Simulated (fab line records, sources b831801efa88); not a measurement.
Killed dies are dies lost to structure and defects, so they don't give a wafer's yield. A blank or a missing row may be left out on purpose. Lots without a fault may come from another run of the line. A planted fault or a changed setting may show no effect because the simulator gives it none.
fab line records | flow gf180mcu
record lots=6 wafers=18 last_day=34
route steps=602 shown M5@532 V5@540
lots that met no fault: from a run of the same line without faults
start_h: hours from the record's first day to the start of the lot's first wafer shown | wait_h: hours since the lot's step before | " the same as in the row above | L1.1+2: a row that stands for several wafers | - no value, or no start given | * or withheld: withheld | < > ~ a bound
route shown NAME@n: a module of which the file shows steps, and the number in the route of the first | usual: mean/standard deviation of fault-free wafers | same: alike in all rows | chamber/n: place in a boat | sites: the reading at each site | _std_site: their standard deviation | _edge_site: outer sites' mean less inner sites' | radius_mm: how far each site lies from the wafer's centre | mask NAME#n: copy n | behind: the tool/chamber that last shaped the wafer | hold: why the lot was held/for how many hours/how that ended | device: the transistor (n, p or np) that didn't switch | end of line: the same wafers' tests at the end of the route | a step without rows: its recipe alone | killed: dies lost to structure and defects at the first sort, not the wafer's yield | map: a wafer's dies, x killed, . not, _ none there
set.NAME: the setting as run; set.NAME@STEP: as run at that earlier step | model.NAME: the simulator's own value behind a step, which no gauge read
lots at some steps of the route; a table a step, a row a wafer
services: from which hour (start_h, from the record's first day; less than 0 if before it) a tool's chamber was out of use, for how many hours, and why
## steps
# step GF_M5_DEVELOP_06
# recipe develop_time_s=60 dev_temp_c=21
# step GF_M5_CD_MEAS_07
# recipe target_cd_nm=280
# usual cd_nm=279.7/1.2
# columns lot.wafer tool chamber start_h wait_h cd_nm
L547.1 cd_sem-01 - 625.13 0.1 281.4
L547.4 " - " " 280.6
L547.6 " - " " 280.6
L551.1 cd_sem-01 - 638.13 0.1 278.7
L551.2 " - " " 277.1
L551.5 " - " " 279.8
L561.2 cd_sem-02 - 713.90 0.1 280.7
L561.3 " - " " 280.2
L561.6 " - " " 279.8
L562.1 cd_sem-02 - 718.08 0.1 281.2
L562.2 " - " " 281.0
L562.6 " - " " 281.0
L567.1 cd_sem-01 - 753.77 0.1 278.9
L567.2 " - " " 277.8
L567.6 " - " " 278.9
L568.1 cd_sem-01 - 756.13 0.1 279.6
L568.2 " - " " 281.6
L568.5 " - " " 280.6
# step GF_M5_OVL_MEAS_08
# usual M5_OVL=-3/5.4
# columns lot.wafer tool chamber start_h wait_h M5_OVL[nm]
L547.1 overlay-02 - 625.25 0.1 -5
L547.4 " - " " -5
L547.6 " - " " -2
L551.1 overlay-01 - 638.25 0.1 -6
L551.2 " - " " 0
L551.5 " - " " 0
L561.2 overlay-01 - 714.01 0.1 -4
L561.3 " - " " 8
L561.6 " - " " 0
L562.1 overlay-02 - 718.20 0.1 -5
L562.2 " - " " 5
L562.6 " - " " -6
L567.1 overlay-01 - 753.89 0.1 -1
L567.2 " - " " 0
L567.6 " - " " -7
L568.1 overlay-01 - 756.25 0.1 -4
L568.2 " - " " -3
L568.5 " - " " 0
# step GF_M5_ETCH_09
# recipe chemistry=CF4/O2 target=Si3N4 target_depth_nm=52 source_w=800 bias_w=150 pressure_mtorr=150 cf4_flow_sccm=80 O2_flow_sccm=10 time_s=11.6
# usual drypump_motor_current_A=5.8/0.42 oes_product_au=1.003/0.011 throttle_valve_pct=5.971/0.0098
# columns lot.wafer tool chamber start_h wait_h drypump_motor_current_A oes_product_au rf_hours_counter_h throttle_valve_pct
L547.1 rie_diel-01 2 625.28 0.0 6.2 1.010 5 5.973
L547.4 " 3 " " 5.8 0.987 31 5.970
L547.6 " 1 " " 5.7 0.999 - 5.962
L551.1 rie_diel-02 2 638.29 0.0 5.6 0.996 2 5.969
L551.2 " 1 " " 4.7 1.014 29 5.968
L551.5 " 1 " " 4.7 1.017 - 5.970
L561.2 rie_diel-03 2 714.04 0.0 6.3 0.990 24 5.957
L561.3 " 1 " " 5.7 1.002 57 5.957
L561.6 " 0 " " 5.3 0.997 - 5.966
L562.1 rie_diel-03 3 718.24 0.0 5.8 1.021 14 5.982
L562.2 " 2 " " 6.3 0.994 25 5.962
L562.6 " 0 " " 5.3 0.991 - 5.966
L567.1 rie_diel-03 2 753.93 0.0 6.3 1.003 27 5.974
L567.2 " 0 " " 5.3 0.991 52 5.962
L567.6 " 1 " " 5.7 0.994 - 5.971
L568.1 rie_diel-02 1 756.29 0.0 4.7 1.023 33 5.981
L568.2 " 0 " " 6.0 1.004 9 5.989
L568.5 " 2 " " 5.6 1.001 - 5.958
# step GF_M5_METAL_ETCH_10
# recipe chemistry=Cl2/BCl3 mask_material=KrF target_depth_nm=750.8 stop_on=SiO2 pressure_mtorr=8 icp_w=800 bias_w=140 Cl2_flow_sccm=80 bcl3_flow_sccm=40 time_s=125.1
# usual drypump_motor_current_A=6.2/0.38 oes_product_au=0.992/0.0073 throttle_valve_pct=28.228/0.011
# columns lot.wafer tool chamber start_h wait_h drypump_motor_current_A oes_product_au rf_hours_counter_h throttle_valve_pct
L547.1 rie_metal-04 1 625.31 0.0 6.5 0.982 0 28.239
L547.4 " 0 " " 5.9 0.987 - 28.243
L547.6 " 0 " " 5.9 0.994 - 28.242
L551.1 rie_metal-04 0 638.31 0.0 5.9 0.996 5 28.229
L551.2 " 1 " " 6.6 0.982 1 28.232
L551.5 " 0 " " 5.9 0.984 - 28.211
L561.2 rie_metal-02 0 714.06 0.0 5.7 0.999 6 28.227
L561.3 " 0 " " 5.7 0.998 - 28.221
L561.6 " 1 " " 6.6 1.003 - 28.213
L562.1 rie_metal-02 1 718.26 0.0 6.6 0.989 8 28.216
L562.2 " 0 " " 5.7 0.996 6 28.208
L562.6 " 0 " " 5.7 0.999 - 28.225
L567.1 rie_metal-02 0 753.95 0.0 5.6 0.995 8 28.229
L567.2 " 1 " " 6.6 0.994 10 28.234
L567.6 " 1 " " 6.6 0.993 - 28.228
L568.1 rie_metal-02 1 756.31 0.0 6.6 1.001 10 28.225
L568.2 " 0 " " 5.7 0.991 8 28.239
L568.5 " 0 " " 5.6 0.996 - 28.219
# step GF_M5_STRIP_11
# recipe chemistry=O2/N2 power_w=1400 pressure_mtorr=1500 platen_temp_c=250 o2_flow_sccm=3000 n2_flow_sccm=300 overash_fraction=0.5
# usual drypump_motor_current_A=5.7/0.5 heater_power_w=336/38 n2_flow_sccm=300.1/0.86 oes_product_au=0.522/0.0051 platen_temp_c=250.01/0.18 strip_time_to_endpoint_s=7.02/0.072
# columns lot.wafer tool chamber start_h wait_h drypump_motor_current_A heater_power_w n2_flow_sccm oes_product_au platen_temp_c rf_hours_counter_h strip_time_to_endpoint_s
L547.1 plasma_asher-01 0 625.43 0.1 5.2 311 299.8 0.523 250.22 87 7.13
L547.4 " 0 " " 5.2 320 300.4 0.517 249.87 - 7.04
L547.6 " 1 " " 5.0 292 303.0 0.527 250.11 - 7.06
L551.1 plasma_asher-01 0 638.44 0.1 5.2 316 299.9 0.528 250.02 88 7.01
L551.2 " 1 " " 5.0 282 300.1 0.528 249.91 88 7.07
L551.5 " 1 " " 4.9 289 299.9 0.519 249.85 - 7.00
L561.2 plasma_asher-02 0 714.19 0.1 6.2 414 300.3 0.516 249.81 58 6.92
L561.3 " 0 " " 6.2 414 301.6 0.524 249.84 - 6.90
L561.6 " 1 " " 6.0 329 300.6 0.519 249.89 - 6.92
L562.1 plasma_asher-02 0 718.39 0.1 6.2 412 301.0 0.519 250.24 58 6.99
L562.2 " 1 " " 6.0 335 299.9 0.515 249.85 58 6.96
L562.6 " 0 " " 6.2 426 301.0 0.524 250.09 - 6.95
L567.1 plasma_asher-03 1 754.08 0.1 6.0 364 300.7 0.526 250.01 1 6.88
L567.2 " 0 " " 6.1 343 299.0 0.522 250.14 1 6.98
L567.6 " 1 " " 6.0 364 301.7 0.520 250.09 - 7.06
L568.1 plasma_asher-02 0 756.44 0.1 6.2 427 300.2 0.521 250.13 63 7.03
L568.2 " 1 " " 6.0 331 300.7 0.518 250.00 63 6.88
L568.5 " 0 " " 6.2 429 299.9 0.519 250.24 - 6.90
# step GF_M5_STRIP_12
# recipe chemistry=post_etch_residue_remover time_s=1200 temp_c=72.5
# step GF_M5_CLEAN_13
# recipe chemistry=DIW dry=n2_spin
# step GF_V5_CVD_00
# recipe material=SiO2 target_thk_nm=300 sigma_open_frac=0.3 temp_c=400 time_s=50 sih4_flow_sccm=60 pressure_mtorr=6
# step GF_V5_THK_MEAS_01
# recipe reads=SiO2_of_V5_CVD_00
# usual V5_CVD_00_THK=299/3.1
# columns lot.wafer tool chamber start_h wait_h V5_CVD_00_THK[nm]
L547.1 film_metro-04 - 626.05 0.0 298
L547.4 " - " " 300
L547.6 " - " " 299
L551.1 film_metro-04 - 639.04 0.0 299
L551.2 " - " " 301
L551.5 " - " " 301
L561.2 film_metro-04 - 714.78 0.0 292
L561.3 " - " " 301
L561.6 " - " " 294
L562.1 film_metro-02 - 718.97 0.0 302
L562.2 " - " " 302
L562.6 " - " " 302
L567.1 film_metro-04 - 754.67 0.0 295
L567.2 " - " " 301
L567.6 " - " " 297
L568.1 film_metro-01 - 757.05 0.0 297
L568.2 " - " " 305
L568.5 " - " " 302
# step GF_V5_CVD_02
# recipe material=SiO2 target_thk_nm=1450 precursor=TEOS temp_c=400 time_s=163.28 rf_w=600
# usual heater_power_w=651/120
# columns lot.wafer tool chamber start_h wait_h heater_power_w
L547.1 pecvd-03 1 626.11 0.1 510
L547.4 " 1 " " 566
L547.6 " 2 " " 929
L551.1 pecvd-02 0 639.10 0.1 681
L551.2 " 1 " " 752
L551.5 " 2 " " 796
L561.2 pecvd-02 0 714.83 0.0 640
L561.3 " 2 " " 658
L561.6 " 0 " " 698
L562.1 pecvd-02 2 719.03 0.1 796
L562.2 " 0 " " 600
L562.6 " 0 " " 663
L567.1 pecvd-01 1 754.73 0.1 665
L567.2 " 2 " " 719
L567.6 " 0 " " 519
L568.1 pecvd-02 0 757.11 0.1 665
L568.2 " 2 " " 813
L568.5 " 1 " " 752
# step GF_V5_THK_MEAS_03
# recipe reads=SiO2_of_V5_CVD_02
# usual V5_CVD_02_THK=1448/20
# columns lot.wafer tool chamber start_h wait_h V5_CVD_02_THK[nm]
L547.1 film_metro-04 - 626.21 0.1 1444
L547.4 " - " " 1464
L547.6 " - " " 1458
L551.1 film_metro-04 - 639.21 0.1 1442
L551.2 " - " " 1403
L551.5 " - " " 1437
L561.2 film_metro-02 - 714.95 0.1 1441
L561.3 " - " " 1415
L561.6 " - " " 1459
L562.1 film_metro-02 - 719.14 0.1 1402
L562.2 " - " " 1458
L562.6 " - " " 1462
L567.1 film_metro-02 - 754.87 0.1 1464
L567.2 " - " " 1443
L567.6 " - " " 1469
L568.1 film_metro-02 - 757.22 0.1 1436
L568.2 " - " " 1406
L568.5 " - " " 1434
# step GF_V5_CMP_04
# recipe material=SiO2 down_force_psi=4 platen_rpm=60 pad_velocity_m_s=0.94248
# usual edge_zone_pressure_frac=1.000/0.0048 head_pressure_psi=4.001/0.0095 motor_current_A=12.4/1.1
# columns lot.wafer tool chamber start_h wait_h edge_zone_pressure_frac head_pressure_psi motor_current_A model.SiO2_of_V5_CVD_02.thk_nm
L547.4 cmp-02 2 626.27 0.0 1.006 3.989 11.9 855.1
L547.1 " 3 " " 1.003 4.007 14.5 853.8
L547.6 " 2 " " 1.006 4.015 11.3 855.5
L551.1 cmp-02 0 639.32 0.1 1.007 4.000 12.0 857.6
L551.2 " 1 " " 1.001 3.998 12.3 855.2
L551.5 " 0 " " 0.999 4.002 12.2 856.2
L561.3 cmp-01 1 715.05 0.1 - - - 1416
L561.2 " 2 " " - - - 1441
L561.6 " 1 " " - - - 1458
L562.1 cmp-02 2 719.20 0.1 - - - 1403
L562.2 " 1 " " - - - 1457
L562.6 " 2 " " - - - 1462
L567.1 cmp-01 2 754.93 0.1 1.003 4.010 11.8 853.9
L567.2 " 0 " " 0.994 4.000 12.5 854.5
L567.6 " 3 " " 0.997 4.006 11.4 855
L568.1 cmp-02 2 757.33 0.1 1.005 4.006 11.0 855.3
L568.2 " 3 " " 0.998 4.011 14.1 854.9
L568.5 " 2 " " 1.005 4.002 11.3 855.6
# step GF_V5_BOW_MEAS_05
# recipe mode=bow
# usual V5_BOW=131/12
# columns lot.wafer tool chamber start_h wait_h hold V5_BOW[um]
L547.1 film_metro-02 - 626.57 0.2 - 148
L547.4 " - " " - 142
L547.6 " - " " - 144
L551.1 film_metro-04 - 639.57 0.2 - 135
L551.2 " - " " - 137
L551.5 " - " " - 132
L561.2 film_metro-01 - 715.32 0.2 await_dispo/0.2h/release 148
L561.3 " - " " await_dispo/0.2h/release 159
L561.6 " - " " await_dispo/0.2h/release 150
L561.2 film_metro-01 - 715.60 0.3 - -
L561.3 " - " " - -
L561.6 " - " " - -
L562.1 film_metro-01 - 719.50 0.2 await_dispo/0.2h/release 142
L562.2 " - " " await_dispo/0.2h/release 147
L562.6 " - " " await_dispo/0.2h/release 131
L562.1 film_metro-01 - 719.85 0.3 - -
L562.2 " - " " - -
L562.6 " - " " - -
L567.1 film_metro-02 - 755.29 0.3 - 116
L567.2 " - " " - 123
L567.6 " - " " - 115
L568.1 film_metro-01 - 757.58 0.2 - 130
L568.2 " - " " - 127
L568.5 " - " " - 126
## services
# columns tool chamber start_h hours kind
plasma_asher-02 - 605.57 2.5 repair
plasma_asher-01 - 609.81 0.4 repair
rie_diel-02 1 639.08 15.3 repair
cmp-02 - 640.18 41.1 repair
cmp-02 - 649.37 23.9 repair
rie_diel-03 - 651.52 2.8 pm
cmp-02 - 659.63 2.8 repair
rie_diel-03 1 665.86 4.1 repair
rie_metal-02 - 667.50 2.7 repair
cmp-02 - 681.24 5.6 pm
rie_metal-04 1 681.58 9.1 repair
cmp-01 - 686.87 4.7 pm
rie_diel-03 3 691.79 5.9 repair
rie_diel-02 1 693.97 2.5 repair
rie_diel-03 1 694.66 11.6 repair
cmp-01 - 696.12 1.6 repair
rie_diel-03 3 698.51 1.5 repair
rie_diel-02 - 701.10 0.9 repair
rie_diel-03 3 704.15 8.3 repair
plasma_asher-01 - 710.91 4.3 pm
cmp-01 - 730.62 0.5 repair
cmp-01 - 731.11 17.3 pm
rie_metal-04 - 736.62 2.8 pm
cmp-02 - 744.44 4.0 pm
## key
first_sign step=GF_V5_CMP_04 reading=tool_record direction=missing
effect step=GF_V5_BOW_MEAS_05 reading=visit direction=added
model_effect step=GF_V5_CMP_04 value=SiO2_of_V5_CVD_02.thk_nm without=854.8 struck=1440
met_at GF_V5_CMP_04
struck_wafers L561.2,L561.3,L561.6,L562.1,L562.2,L562.6
scrapped_behind GF_V5_BOW_MEAS_05 L561.2,L561.3,L561.6,L562.1,L562.2,L562.6
onset_between 639.32 715.05
fault kind=skipped_step_whole tool=cmp-01,cmp-02 chamber=- onset_h=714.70 steps=GF_V5_CMP_04 scope=struck_lots_only
